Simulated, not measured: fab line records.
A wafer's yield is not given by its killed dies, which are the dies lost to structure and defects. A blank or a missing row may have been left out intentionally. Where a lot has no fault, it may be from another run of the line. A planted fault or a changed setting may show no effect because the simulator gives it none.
A lot that was struck, set against a sound lot -- flow sfq line -- 18 out of 325 route steps
Sound: the wafers L689.2, L689.3, L689.4. Struck: wafer L701.2; the same lot's L701.1 was not struck, so it is left out; see the end for the cause.
Each step with rows lists, per side, the tool, then ch with its chambers, then its first start. Under that, the readings that differ: sound wafers -- struck wafers -- difference of the means -- sigmas: that difference in standard deviations of wafers without a fault.
alike: words and numbers the same on both sides, and readings whose means are apart by under 2 such deviations; not compared: readings that were withheld, readings missing a value for some wafer, numbers with overlapping values and no deviation given by the record, and bounds like >300 which may hide the same value.
The two part at a step that has a row with sigmas, a row that says differs or no value, or rows on one side only. Non-overlapping numbers with no deviation appear without sigmas and do not part them. Lack of a reading on every wafer of one side parts them only where that side has two or more wafers.

SFQ_TRILAYER_M7_BARC_OPEN_METAL_ETCH_229: etches BARC in O2, target depth 125 nm, time 41.7 s.
  sound on rie metal-01 ch 0,1, day 81 06:42; struck on rie metal-01 ch 0, day 82 21:08
  alike: drypump motor current A, oes product au
  not compared: rf hours counter h
then, 1 step without rows for these wafers: SFQ_TRILAYER_M7_ETCH_METAL_ETCH_180 (etches Nb in Cl2/Ar, stops on SiO2, target depth 240 nm, time 120 s).
SFQ_TRILAYER_M7_STRIP_STRIP_181: strips in O2.
  sound on rie metal-01 ch 0,1, day 81 06:53; struck on rie metal-01 ch 0, day 82 21:20
reading,sound,struck,difference,sigmas
oes product au (a.u.),1.010 1.005 0.987,0.975,-0.026,-2
  alike: drypump motor current A
  not compared: rf hours counter h
then, 2 steps without rows for these wafers: SFQ_TRILAYER_M7_STRIP_SOLV_CLEAN_182 (cleans in NMP, time 600 s); SFQ_TRILAYER_I7_DEP_PECVD_183 (deposits SiO2 from SiH4/N2O, time 111.11 s, target thk 500 nm).
SFQ_TRILAYER_I7_CMP_CMP_184: polishes SiO2.
  sound on cmp-02 ch 0,1,2, day 81 07:44; struck on cmp-01 ch 2, day 83 00:35
  alike: motor current A, time to endpoint s
SFQ_I7_BOW_MEAS_946:
  sound on film metro-03 at day 81 10:46; struck on film metro-04 at day 83 02:35
  alike: I7_BOW
SFQ_TRILAYER_I7_METRO_MEASURE_185:
  sound on film metro-03 at day 81 11:04; struck on film metro-04 at day 83 02:42
  alike: thk nm
then, 4 steps without rows for these wafers: SFQ_TRILAYER_I7_VIA_LITHO_COAT_192 (resist thk 62 nm); SFQ_TRILAYER_I7_VIA_LITHO_COAT_187 (resist thk 650 nm); SFQ_TRILAYER_I7_VIA_LITHO_SOFTBAKE_191; SFQ_TRILAYER_I7_VIA_LITHO_EXPOSE_188 (exposes mask I7, target cd 1000 nm).
-- the record jumps here: 4 days lie between the struck wafers' starts before and after --
SFQ_TRILAYER_I7_VIA_LITHO_PEB_190: peb time 60 s.
  sound on litho track-01 ch 0, day 81 14:10; struck on litho track-02 ch 0, day 87 13:56
reading,sound,struck,difference,sigmas
heater power total W (W),79.20 79.03 79.18,86.94,+7.80,+99 or more
then, 1 step without rows for these wafers: SFQ_TRILAYER_I7_VIA_LITHO_DEVELOP_189 (time 60 s).
SFQ_I7_OVL_MEAS_947:
  sound on overlay-02 at day 81 14:26; struck on overlay-01 at day 87 14:14
  alike: I7_OVL
SFQ_TRILAYER_I7_VIA_BARC_OPEN_VIA_ETCH_260: etches BARC in O2, target depth 125 nm, time 41.7 s.
  sound on rie diel-02 ch 1,2,3, day 81 14:28; struck on rie diel-03 ch 2, day 87 14:17
reading,sound,struck,difference,sigmas
rf hours counter h (h),17 19 6,3,-11,
model.I7.cd nm (nm),1001 1000 1001,954.3,-46.4,
  alike: drypump motor current A, oes product au
SFQ_TRILAYER_I7_VIA_ETCH_VIA_ETCH_190: etches SiO2 in CHF3, stops on Nb, target depth 260 nm.
  sound on rie diel-02 ch 1,2,3, day 81 14:31; struck on rie diel-03 ch 2, day 87 14:19
reading,sound,struck,difference,sigmas
model.I7.cd nm (nm),1001 998.5 1003,954.4,-46.4,
  alike: drypump motor current A, oes product au
SFQ_TRILAYER_I7_VIA_STRIP_STRIP_191: strips in O2.
  sound on rie metal-02 ch 0,1, day 81 14:38; struck on rie metal-02 ch 0, day 87 14:26
  alike: drypump motor current A, oes product au
  not compared: rf hours counter h

## WHERE THEY PART
Earliest at SFQ_TRILAYER_M7_STRIP_STRIP_181; latest, in this record, at SFQ_TRILAYER_I7_VIA_LITHO_PEB_190. Later steps at which nothing parts them and some readings are alike: SFQ_I7_OVL_MEAS_947, SFQ_TRILAYER_I7_VIA_BARC_OPEN_VIA_ETCH_260, SFQ_TRILAYER_I7_VIA_ETCH_VIA_ETCH_190, SFQ_TRILAYER_I7_VIA_STRIP_STRIP_191.

WHY: what had been put in by the simulator
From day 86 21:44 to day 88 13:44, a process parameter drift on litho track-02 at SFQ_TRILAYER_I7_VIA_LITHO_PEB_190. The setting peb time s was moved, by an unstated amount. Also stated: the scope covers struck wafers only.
